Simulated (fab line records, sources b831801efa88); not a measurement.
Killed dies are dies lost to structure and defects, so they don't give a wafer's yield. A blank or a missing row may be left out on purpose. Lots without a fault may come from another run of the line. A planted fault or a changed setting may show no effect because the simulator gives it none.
Problem report in the 8D (eight disciplines) form, filled by code | flow gf180mcu | the parts of the form that need people (team, actions taken, sign-off) are left out

1. THE PROBLEM
V4_CVD_02_THK at GF_V4_THK_MEAS_03 reads a mean of 1207 nm on 1 wafer of 1 lot; wafers without a fault read 850 nm with a standard deviation of 10. That is +36 standard deviations from the usual mean.
First seen on wafer L217.6, day 26 15:08, on film_metro-04. The record holds 33 wafers of 11 lots with a number at this step. Rule for "out", or "out of limits": more than 4 standard deviations from the usual mean. The other wafers with a number count as sound.

2. WHAT IT IS AND WHAT IT IS NOT
question                    | is                | is not
which readings at this step | V4_CVD_02_THK     | -
which lots                  | L217              | L208, L209, L210, L221, L225, L226, L227, L228, L230, L231
which wafers of those lots  | L217.6            | L217.1, L217.4
read on which gauges        | film_metro-04     | film_metro-02, film_metro-03
when                        | from day 26 15:08 | up to then (11 sound wafers); but 21 sound wafers of L221, L225, L226, L227, L228, L230, L231 came after

3. SUSPECTS, AND WHAT RULES EACH OUT
Counting: a tool at a process step up to the reading stays a suspect if it ran every lot that is out. Sound lots after the first of them don't rule it out here, since some wafers of a struck lot are sound.
- the gauge at GF_V4_THK_MEAS_03: ruled out. All the wafers that are out were read on film_metro-04, but those of them that GF_V4_CMP_04 has rows for are out there too, on other tools.
- pvd_sputter-04 at GF_M2_SPUTTER_04 (material TiN, target thk 50 nm, time 41.7 s): kept. It ran the lot that is out, L217 (day 21 17:38); its last sound lot up to then is L209 (day 18 10:33).
- plasma_asher-04 at GF_M2_STRIP_17 (strips in O2/N2): kept. It ran the lot that is out, L217 (day 22 17:22); its last sound lot up to then is L209 (day 19 10:53).
- pecvd-03 at GF_V4_CVD_02 (deposits SiO2 from TEOS, target thk 850 nm, time 94.851 s): kept. It ran the lot that is out, L217 (day 26 15:04); its last sound lot up to then is L210 (day 24 04:21).
- Within pecvd-03 at GF_V4_CVD_02: the wafers that are out ran in chamber 2; their sound lot-mates ran in chambers 0, 1.
Left after counting: pvd_sputter-04 at GF_M2_SPUTTER_04, plasma_asher-04 at GF_M2_STRIP_17, pecvd-03 at GF_V4_CVD_02.

4. THE CAUSE (what the simulator had put in)
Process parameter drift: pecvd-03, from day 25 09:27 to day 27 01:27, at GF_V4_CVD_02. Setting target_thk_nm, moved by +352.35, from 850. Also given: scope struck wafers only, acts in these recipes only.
Counting left 3 suspects, and this tool is among them.

5. THE CHAIN OF EFFECTS, in route order
Each row: a reading whose mean over the struck wafers that have a number lies more than 3 standard deviations from the usual. Only readings for which the record gives a usual standard deviation are gone through. hours: the time from each lot's start at the first step in this table that gives one to its start at this step, as a median over the lots. sigmas: the change in usual standard deviations.
hours | step              | reading            | usual  | on struck wafers | change | sigmas
0     | GF_V4_THK_MEAS_03 | V4_CVD_02_THK      | 850 nm | 1207             | +357   | +36
0     | GF_V4_CMP_04      | time_to_endpoint_s | 82 s   | 224              | +142   | +27
The process steps in it:
- GF_V4_CMP_04: polishes SiO2.

6. WHAT WOULD HAVE CAUGHT IT SOONER
In this record the first reading out of limits at a measuring or inspecting step was taken at day 26 15:08, 30 hours after the fault began at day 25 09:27.
Of the tool readings at GF_V4_CVD_02 for which the record gives a usual standard deviation, none was out on any struck wafer, so an alarm limit of 4 standard deviations on them would not have fired.
All the lots that are out (1) had begun GF_V4_CVD_02 on pecvd-03 by day 26 15:08. A hold on the tool at that time would have spared none of them.
